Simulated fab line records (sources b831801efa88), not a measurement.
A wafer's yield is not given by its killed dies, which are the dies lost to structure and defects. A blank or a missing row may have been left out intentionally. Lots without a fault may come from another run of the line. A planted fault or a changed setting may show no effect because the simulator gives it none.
Problem report, 8D (eight disciplines) form, completed by code ; flow sky130 ; the parts of the form that need people (team, actions taken, sign-off) are left out

1. THE ISSUE
Wafers free of any fault read 238.1 (standard deviation 1.5) for VT_ADJUST_LVTN_TW at SKY_VT_ADJUST_LVTN_TW_MEAS_10, against a mean of 221.0 on 6 wafers of 2 lots. That is -11 standard deviations from the usual mean.
Earliest sighting: wafer L176.1 on filmMetro-03 at day 10 13:52. At this step, 39 wafers from 13 lots have a number in the record. The rule behind "out" and "out of limits": a value lying over 4 standard deviations away from the usual mean. All remaining wafers that have a number are taken as sound.

2. WHAT IT IS, WHAT IT ISN'T
question;is;is not
which readings at this step;VT_ADJUST_LVTN_TW;-
which lots;L176, L177;L162, L163, L164, L165, L166, L169, L171, L180, L183, L184, L185
which wafers of those lots;all that have a number;-
read on which gauges;filmMetro-03;filmMetro-01, filmMetro-04
when;from day 10 13:52;"up to then (21 sound wafers); but 12 sound wafers of L180, L183, L184, L185 came after"

3. THE SUSPECTS, EACH WITH WHAT RULES IT OUT
Counting: a tool at a process step up to the reading stays a suspect if it ran every lot that is out and no sound lot after the first of them.
- ruled out: the gauge at SKY_VT_ADJUST_LVTN_TW_MEAS_10. All the wafers that are out were read on filmMetro-03, but those of them that SKY_VT_ADJUST_LVTN_IMPLANT_08 has rows for are out there too, on other tools.
- implanter-02 at SKY_VT_ADJUST_LVTN_IMPLANT_08: kept. Every lot that is out went through it, starting with L176 (day 10 13:37), and after that it ran no sound lot; the last sound lot it ran before then is L171 (day 9 06:43). On those wafers its own readings are out: doseIonsCm2, faradayCurrentUA.
After counting, what remains is implanter-02 at SKY_VT_ADJUST_LVTN_IMPLANT_08.

4. THE CAUSE (what the simulator had put in)
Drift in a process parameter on implanter-02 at SKY_VT_ADJUST_LVTN_IMPLANT_08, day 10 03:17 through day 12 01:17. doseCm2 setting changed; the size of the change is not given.
This tool alone remained once counting was done.

5. THE EFFECT CHAIN, in route order
Each row: a reading whose mean over the struck wafers that have a number lies more than 3 standard deviations from the usual. Only readings for which the record gives a usual standard deviation are gone through. hours: the time from each lot's start at the first step in this table that gives one to its start at this step, as a median over the lots. sigmas: the change in usual standard deviations.
hours;step;reading;usual;on struck wafers;change;sigmas
0;SKY_VT_ADJUST_LVTN_IMPLANT_08;doseIonsCm2;1.5698e+12;1.2484e+12;-3.2142e+11;-99 or more
0;SKY_VT_ADJUST_LVTN_IMPLANT_08;faradayCurrentUA;8.87;6.97;-1.90;-11
0;SKY_VT_ADJUST_LVTN_TW_MEAS_10;VT_ADJUST_LVTN_TW;238.1;221.0;-17.1;-11
The process steps in it:
- SKY_VT_ADJUST_LVTN_IMPLANT_08
Later measuring or inspecting steps at which every struck wafer that the step has a row for has a number for every such reading, and none has moved that far: SKY_SONOS_TUNNEL_TW_MEAS_12, SKY_POLY_GATE_OVL_MEAS_14.

6. HOW IT WOULD HAVE BEEN CAUGHT EARLIER
In this record the first reading out of limits at a measuring or inspecting step was taken at day 10 13:52, 11 hours after the fault began at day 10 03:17.
Tool's own readings at SKY_VT_ADJUST_LVTN_IMPLANT_08, doseIonsCm2, faradayCurrentUA: out on all struck wafers the step has rows for; an alarm limit on them would have tripped on the first.
Among the 2 lots that are out, L177 began SKY_VT_ADJUST_LVTN_IMPLANT_08 on implanter-02 after day 10 13:52. Putting the tool on hold at that point would have spared it.
